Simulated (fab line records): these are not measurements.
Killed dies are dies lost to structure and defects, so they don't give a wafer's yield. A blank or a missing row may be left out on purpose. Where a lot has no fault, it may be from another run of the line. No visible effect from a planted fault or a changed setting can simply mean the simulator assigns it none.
Which tool is to blame? / flow gf180mcu / 18 wafers from 6 lots sampled at 2 of the route's 602 steps

## WHAT EACH GAUGE READ, for each wafer
GF_CONTACT_BOW_MEAS_05.
lot=L458; measured=day 16 03:49; on=film metro-02; CONTACT_BOW (um)=66 61 54
lot=L469; measured=day 20 10:08; on=film metro-02; CONTACT_BOW (um)=64 66 64
lot=L471; measured=day 21 09:01; on=film metro-03; CONTACT_BOW (um)=68 66 81
lot=L473; measured=day 21 17:06; on=film metro-02; CONTACT_BOW (um)=61 64 74
lot=L475; measured=day 22 12:59; on=film metro-03; CONTACT_BOW (um)=63 62 62
lot=L477; measured=day 23 00:30; on=film metro-02; CONTACT_BOW (um)=68 73 73

## EACH LOT AND THE TOOL THAT RAN IT (in order: tool; ch and the chambers of the sampled wafers; start)
lot=L458; GF_CONTACT_CMP_04=cmp-02 ch 0,3, day 16 03:34
lot=L469; GF_CONTACT_CMP_04=cmp-01 ch 0,1,2, day 20 09:53
lot=L471; GF_CONTACT_CMP_04=cmp-02 ch 0,1, day 21 08:39
lot=L473; GF_CONTACT_CMP_04=cmp-01 ch 2,3, day 21 16:51
lot=L475; GF_CONTACT_CMP_04=cmp-02 ch 0,2,3, day 22 12:48
lot=L477; GF_CONTACT_CMP_04=cmp-02 ch 2,3, day 23 00:11
- GF_CONTACT_CMP_04: polishes SiO2.

## THE ANSWER, worked out from the rows above alone
Rule: what is usual is taken from the lots themselves. The widest of any qualifying gaps counts: lots, ordered by their means at a reading, are off when they make up no more than a third of the lots, leave a main group of 4 or more, and stand apart from it by 3 or more times the standard deviation of that group's means. Not used: any main group whose means are identical at the precision the tables above print for the reading. A lot without any number at a reading at which 4 lots or more have one is off too. Where the step has rows for the other lots, those lots are counted as sound.
None of the lots is off at any reading shown; this tells nothing.

## WHAT HAD BEEN PUT IN BY THE SIMULATOR
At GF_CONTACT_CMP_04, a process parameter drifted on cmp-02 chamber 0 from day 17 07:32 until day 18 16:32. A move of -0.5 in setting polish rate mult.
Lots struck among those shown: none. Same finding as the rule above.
